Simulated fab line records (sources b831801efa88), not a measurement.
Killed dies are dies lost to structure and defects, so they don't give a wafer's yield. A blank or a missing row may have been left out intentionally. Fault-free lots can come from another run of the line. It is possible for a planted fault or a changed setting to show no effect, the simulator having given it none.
What tool caused it?    flow gf180mcu    39 wafers from 13 lots sampled at 5 of the route's 602 steps

## WHAT THE GAUGES READ, wafer by wafer
GF_STI_THK_MEAS_24.
lot   measured     on            STI_CVD_23_THK (nm)
L978  day 2 02:52  filmMetro-01  639 634 643
L979  day 2 09:07  filmMetro-03  658 648 653
L980  day 2 13:53  filmMetro-02  645 637 644
L981  day 2 19:32  filmMetro-01  647 653 654
L982  day 3 00:35  filmMetro-02  651 653 656
L983  day 3 04:23  filmMetro-03  647 649 657
L991  day 5 00:27  filmMetro-03  651 646 650
L992  day 5 04:25  filmMetro-03  657 648 652
L993  day 5 08:07  filmMetro-01  641 655 645
L996  day 6 01:10  filmMetro-01  654 651 650
L997  day 6 08:56  filmMetro-01  657 657 653
L999  day 6 16:46  filmMetro-01  649 648 653
L100  day 6 20:44  filmMetro-01  652 643 640

GF_HV_LDD_RS_MEAS_53: uses a four-point probe to measure.
lot   measured      on            HV_LDD_RS (ohm/sq)
L978  day 12 07:07  filmMetro-02  418.1 418.2 417.5
L979  day 12 20:10  filmMetro-04  419.0 419.1 419.2
L980  day 13 02:27  filmMetro-01  419.3 419.1 419.2
L981  day 13 12:36  filmMetro-01  418.8 418.8 418.3
L982  day 13 19:08  filmMetro-02  420.0 420.1 420.0
L983  day 14 06:13  filmMetro-04  419.0 419.2 418.4
L991  day 17 00:01  filmMetro-02  421.6 421.3 421.0
L992  day 17 03:44  filmMetro-01  422.6 424.1 423.9
L993  day 17 08:44  filmMetro-02  417.9 420.1 419.4
L996  day 18 15:40  filmMetro-02  416.4 416.8 417.0
L997  day 19 04:09  filmMetro-01  419.4 419.0 418.7
L999  day 19 13:20  filmMetro-04  419.8 418.6 418.4
L100  day 19 23:59  filmMetro-04  419.0 417.9 418.1

GF_M2_CD_MEAS_14: target cd 280 nm.
lot   measured      on        cdNm (nm)
L978  day 19 01:04  cdSem-01  282.0 282.2 281.8
L979  day 19 20:41  cdSem-01  281.6 281.7 281.5
L980  day 20 00:01  cdSem-01  282.0 281.6 283.1
L981  day 20 12:28  cdSem-01  281.2 281.3 280.7
L982  day 20 20:25  cdSem-02  280.3 280.8 280.2
L983  day 21 07:17  cdSem-02  281.7 281.7 281.3
L991  day 24 07:08  cdSem-01  279.9 280.1 278.9
L992  day 24 11:10  cdSem-02  279.5 279.5 279.7
L993  day 24 14:59  cdSem-02  281.9 281.4 282.3
L996  day 25 19:01  cdSem-02  280.7 281.3 279.7
L997  day 26 06:18  cdSem-02  282.1 281.7 281.5
L999  day 26 11:50  cdSem-01  279.2 280.2 278.5
L100  day 26 23:53  cdSem-01  279.3 280.1 278.9

## WHAT TOOL EACH LOT RAN ON (gives the tool, then ch and the chambers of the sampled wafers, and finally the start)
lot   GF_HV_LDD_IMPLANT_33             GF_M2_SPUTTER_01
L978  implanter-02 ch 0, day 11 10:54  pvdSputter-04, day 18 00:50
L979  implanter-03 ch 0, day 11 23:25  pvdSputter-02, day 18 19:59
L980  implanter-03 ch 0, day 12 04:41  pvdSputter-03, day 18 23:42
L981  implanter-01 ch 0, day 12 15:21  pvdSputter-03, day 19 12:19
L982  implanter-01 ch 0, day 12 20:54  pvdSputter-04, day 19 20:25
L983  implanter-03 ch 0, day 13 08:36  pvdSputter-04, day 20 07:14
L991  implanter-01 ch 0, day 16 00:32  pvdSputter-02, day 23 08:47
L992  implanter-01 ch 0, day 16 04:11  pvdSputter-02, day 23 13:26
L993  implanter-03 ch 0, day 16 09:04  pvdSputter-03, day 23 16:47
L996  implanter-02 ch 0, day 17 14:49  pvdSputter-02, day 24 21:23
L997  implanter-03 ch 0, day 18 02:59  pvdSputter-02, day 25 09:14
L999  implanter-02 ch 0, day 18 11:41  pvdSputter-03, day 25 15:29
L100  implanter-02 ch 0, day 18 22:46  pvdSputter-02, day 26 02:37
- GF_HV_LDD_IMPLANT_33
- GF_M2_SPUTTER_01: material TiN, target thk 30 nm, time 25 s.

## AS READ BY THE TOOLS THEMSELVES (means over the sampled wafers that have a number; for cases with no such wafer, the mark the record gives instead)
GF_HV_LDD_IMPLANT_33.
lot   tool          doseIonsCm2  faradayCurrentUA
L978  implanter-02  7.5e+12      43.0
L979  implanter-03  7.5e+12      42.2
L980  implanter-03  7.5e+12      43.2
L981  implanter-01  7.5e+12      42.7
L982  implanter-01  7.5e+12      41.8
L983  implanter-03  7.5e+12      42.1
L991  implanter-01  6.4e+12      36.1
L992  implanter-01  6.4e+12      36.0
L993  implanter-03  7.5e+12      43.0
L996  implanter-02  7.5e+12      42.5
L997  implanter-03  7.5e+12      42.6
L999  implanter-02  7.5e+12      42.8
L100  implanter-02  7.5e+12      41.8

GF_M2_SPUTTER_01.
lot   tool           throttleValvePct (%)
L978  pvdSputter-04  30.2
L979  pvdSputter-02  29.8
L980  pvdSputter-03  30.2
L981  pvdSputter-03  29.7
L982  pvdSputter-04  30.3
L983  pvdSputter-04  30.3
L991  pvdSputter-02  29.5
L992  pvdSputter-02  30.5
L993  pvdSputter-03  31.0
L996  pvdSputter-02  30.7
L997  pvdSputter-02  29.9
L999  pvdSputter-03  31.1
L100  pvdSputter-02  30.0

## THE ANSWER, worked out from the rows above alone
Rule: what is usual is taken from the lots themselves. The widest of any qualifying gaps counts: lots, ordered by their means at a reading, are off when they make up no more than a third of the lots, leave a main group of 4 or more, and stand apart from it by 3 or more times the standard deviation of that group's means. If all means in a main group match to the digits the tables above print for the reading, that group is not used. A lot without any number at a reading at which 4 lots or more have one is off too. All remaining lots with rows at the step are treated as sound. The gauges are gone through in route order, then the tools' own readings, and for those a lot's mean is taken as printed above. At the first step where some lot is off, the reading lying furthest off is the one used; lots without a number count as furthest.
Off: L991, L992, at GF_HV_LDD_IMPLANT_33 (faradayCurrentUA). The main group: mean 42.5, standard deviation 0.46.
If a tool, at that step or one of the process steps before it, ran each lot that is off and ran no sound lot following the first of them, it fits. One fits: GF_HV_LDD_IMPLANT_33 on implanter-01. A fault onset in the window from L982 (day 12 20:54, its last sound lot) to L991 (day 16 00:32, its first lot off) fits.
The tool's own readings at GF_HV_LDD_IMPLANT_33 bear it out: on the lots that are off they differ by more than 5 times the standard deviation of the sound lots' means. doseIonsCm2 reads 6.4e+12 there against 7.5e+12 on the sound lots; faradayCurrentUA reads 36.0 there against 42.5 on the sound lots.

## WHAT WAS PUT IN BY THE SIMULATOR
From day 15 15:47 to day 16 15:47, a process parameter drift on implanter-01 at GF_HV_LDD_IMPLANT_33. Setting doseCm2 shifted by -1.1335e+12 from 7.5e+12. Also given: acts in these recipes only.
Struck lots among those shown: L991, L992. The rule above found the same.
